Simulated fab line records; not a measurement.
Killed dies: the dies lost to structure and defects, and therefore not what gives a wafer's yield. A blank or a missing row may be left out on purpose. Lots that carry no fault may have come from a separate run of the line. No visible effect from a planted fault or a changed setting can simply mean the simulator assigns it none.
Chamber matching	flow sky130	SKY_FIELD_ISO_ETCH_14 on rieDiel-01 has 4 sister chambers
The step etches BARC in N2/H2, stops on SiO2, time 45.9 s, target depth 60 nm. 14 wafers are shown with their chamber, then 7 later ones without.

== WAFERS WITH THEIR CHAMBER ==
wafer	chamber	drypumpMotorCurrentA (A)	throttleValvePct (%)	oesProductAu (a.u.)
L910.1	0	5.5	13.221	0.858
L910.3	1	6.0	13.229	0.861
L910.6	1	6.0	13.228	0.864
L915.3	0	5.5	13.226	0.851
L915.4	2	6.2	13.216	0.860
L915.5	1	6.0	13.220	0.851
L916.2	3	4.7	13.215	0.855
L916.3	0	5.5	13.234	0.857
L916.6	1	6.0	13.228	0.851
L917.2	1	6.0	13.232	0.854
L917.5	1	6.0	13.209	0.854
L917.6	2	6.3	13.221	0.857
L918.3	3	4.7	13.210	0.852
L918.4	2	6.3	13.230	0.860

SIGNATURES (means of the wafers above)
reading	chamber 0	chamber 1	chamber 2	chamber 3	scatter within a chamber
drypumpMotorCurrentA	5.500	6.000	6.267	4.700	0.0258
throttleValvePct	13.22700	13.22433	13.22233	13.21250	0.00749
oesProductAu	0.85533	0.85583	0.85900	0.85350	0.00431
Rule: a wafer lies at a distance from a chamber equal to the root of the sum of squares, over the readings, of (its reading less the chamber's mean, divided by the reading's scatter). If the next closest chamber is less than 2 further off than the closest, the wafer can't be placed; otherwise it belongs to the closest. The scatter: take each reading less its chamber's mean, square it, sum over the shown wafers, divide by the number of wafers less the number of chambers, and take the root.

== WAFERS WITHOUT THEIR CHAMBER ==
wafer	drypumpMotorCurrentA (A)	throttleValvePct (%)	oesProductAu (a.u.)
L918.6	4.7	13.237	0.859
L922.1	5.5	13.227	0.849
L922.2	6.0	13.215	0.860
L922.4	6.1	13.233	0.856
L929.2	6.3	13.220	0.851
L929.3	6.2	13.229	0.858
L929.5	5.5	13.217	0.848

== THE CHAMBER EACH PASSED THROUGH ==
wafer	from the rows above	in truth
L918.6	3	3
L922.1	0	0
L922.2	1	1
L922.4	1	1
L929.2	2	2
L929.3	2	2
L929.5	0	0
Correct placement for 7 of the 7. Left unplaced by these rows: 0. 0 placed wrongly.
